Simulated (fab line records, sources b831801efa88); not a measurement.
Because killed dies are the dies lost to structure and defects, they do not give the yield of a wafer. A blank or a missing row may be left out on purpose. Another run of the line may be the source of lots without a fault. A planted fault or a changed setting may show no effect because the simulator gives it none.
A lot that was struck, set against a sound lot :: flow sky130 :: 34 steps out of a route of 708
Sound: the wafers L219.3, L219.5, L219.6. Struck: wafers L234.1, L234.2, L234.4. The cause comes at the end.
Each step with rows lists, per side, the tool, then ch with its chambers, then its first start. Under that, the readings that differ: sound wafers :: struck wafers :: difference of the means :: sigmas: that difference in standard deviations of wafers without a fault.
alike: words and numbers the same on both sides, and readings whose means are apart by under 2 such deviations; not compared: readings that were withheld, readings missing a value for some wafer, numbers with overlapping values and no deviation given by the record, and bounds like >300 which may hide the same value.
A row with sigmas, a row that says differs or no value, or rows on one side alone: a step with any of these is where the two part. Numbers that have no deviation but don't overlap get no sigmas and don't part them. Lack of a reading on every wafer of one side parts them only where that side has two or more wafers.

first, 7 steps without rows for these wafers: SKY_SONOS_TUNNEL_DEVELOP_06 (develop time 60 s); SKY_SONOS_TUNNEL_IMPLANT_09; SKY_SONOS_TUNNEL_WET_ETCH_10 (etches SiO2 in dHF, target depth 14 nm, time 280 s); SKY_SONOS_TUNNEL_STRIP_11 (strips in SPM, time 600 s); SKY_SONOS_TUNNEL_CLEAN_13 (cleans in dHF, time 20 s); SKY_SONOS_ONO_OXIDATION_00 (stabilise 600 s, purge 300 s, target thk 2.6 nm); SKY_SONOS_ONO_CVD_02 (deposits Si3N4 from DCS/NH3, target thk 10.5 nm, time 180 s).
SKY_SONOS_ONO_CVD_04: deposits SiO2 from SiH4/N2O, target thk 5.7199 nm.
  sound on lpcvd-03 ch 1, day 12 01:53; struck on lpcvd-03 ch 0, day 17 14:19
reading: model.SiO2_of_SONOS_ONO_CVD_04.thk nm (nm)
sound: 5.689 5.661 5.557
struck: 7.284 7.148 7.354
difference: +1.626
sigmas: 
  alike: spike tc centre C
SKY_SONOS_ONO_THK_MEAS_05:
  struck on film metro-02, day 17 15:34; sound on film metro-01, day 12 03:10
reading: SONOS_ONO_CVD_04_THK (nm)
sound: 5.64 5.60 5.59
struck: 7.28 7.10 7.38
difference: +1.64
sigmas: +13
then, 23 steps without rows for these wafers: SKY_SONOS_ONO_DEHYDRATE_06 (time 60 s); SKY_SONOS_ONO_HMDS_07 (prime time 60 s); SKY_SONOS_ONO_COAT_08 (resist thk 1140 nm); SKY_SONOS_ONO_SOFTBAKE_09 (time 60 s); SKY_SONOS_ONO_EXPOSE_10 (exposes mask ONOM, target cd 410 nm); SKY_SONOS_ONO_PEB_11; SKY_SONOS_ONO_DEVELOP_12 (develop time 60 s); SKY_SONOS_ONO_ETCH_15 (etches the open film in CHF3/O2, target depth 19.52 nm, time 7.8 s); SKY_SONOS_ONO_WET_ETCH_16 (etches SiO2 in dHF, target depth 14 nm, time 280 s); SKY_SONOS_ONO_STRIP_17 (strips in O2/N2); SKY_SONOS_ONO_WET_ETCH_18 (etches Si3N4 in H3PO4, target depth 15 nm, time 172 s); SKY_GATE_OXIDE_CLEAN_00 (cleans in SC1/SC2, time 150 s); SKY_GATE_OXIDE_OXIDATION_01 (stabilise 600 s, purge 300 s, target thk 10.268 nm); SKY_GATE_OXIDE_DEHYDRATE_03 (time 60 s); SKY_GATE_OXIDE_HMDS_04 (prime time 60 s); SKY_GATE_OXIDE_COAT_05 (resist thk 1140 nm); SKY_GATE_OXIDE_SOFTBAKE_06 (time 60 s); SKY_GATE_OXIDE_EXPOSE_07 (exposes mask LVOM, target cd 600 nm); SKY_GATE_OXIDE_PEB_08; SKY_GATE_OXIDE_DEVELOP_09 (develop time 60 s); SKY_GATE_OXIDE_IMPLANT_11; SKY_GATE_OXIDE_WET_ETCH_12 (etches SiO2 in dHF, target depth 16.8 nm, time 336 s); SKY_GATE_OXIDE_STRIP_13 (strips in O2/N2).
-- the record jumps here: 3 days lie between the struck wafers' starts before and after --
SKY_GATE_OXIDE_CLEAN_15: cleans in SC1/SC2, time 150 s.
  sound on wet bench-01 ch 3, day 14 08:52; struck on wet bench-03 ch 3, day 20 06:20
reading: model.SiO2_of_SONOS_ONO_CVD_04.thk nm (nm)
sound: 4.171 4.145 4.039
struck: 5.773 5.644 5.849
difference: +1.637
sigmas: 
  alike: bath heat duty pct
-- record jumps: 30 days separate the struck wafers' starts on either side; left off in module GATE_OXIDE, taken up again in module PAD_OPEN, whose first shown step is the route's number 708 --
SKY_PAD_OPEN_PROBE_99:
  struck on prober-02, day 49 23:05; sound on prober-01, day 46 08:05
reading: model.etest.sonos erased.drive ua um
sound: 208 213.7 227
struck: 90.65 119.2 82.51
difference: -118.78
sigmas: 

reading: model.etest.sonos uncharged.r on ohm um
sound: 783.8 813 808.7
struck: 831.9 868.8 871
difference: +55.4
sigmas: 

reading: model.etest.sonos programmed.off log10 a um
sound: -13.76 -13.95 -14.03
struck: -8.355 -10.04 -9.002
difference: +4.781
sigmas: 

reading: model.etest.cap ono.gate bv v (V)
sound: 16.32 16.85 16.1
struck: 18.25 17.75 18.21
difference: +1.65
sigmas: 

reading: model.etest.cap ono.tox acc nm (nm)
sound: 12.89 12.73 12.66
struck: 14.48 14.3 14.52
difference: +1.67
sigmas: 

reading: model.etest.sonos programmed.vt v (V)
sound: 1.444 1.474 1.572
struck: 0.4469 0.5766 0.4679
difference: -0.9995
sigmas: 
  alike: killed_at_M0_to_M3, killed_at_M4_up, killed at contacts, killed at front end, killed at other, killed dies, killed open, killed short
  not compared: model.etest.cap ono.gate log10 a cm2, model.etest.cap ono.under floor

## WHERE THEY PART
Only at SKY_SONOS_ONO_THK_MEAS_05, as far as this record shows. Later steps at which nothing parts them and some readings are alike: SKY_GATE_OXIDE_CLEAN_15, SKY_PAD_OPEN_PROBE_99.

WHY: whatever the simulator had introduced
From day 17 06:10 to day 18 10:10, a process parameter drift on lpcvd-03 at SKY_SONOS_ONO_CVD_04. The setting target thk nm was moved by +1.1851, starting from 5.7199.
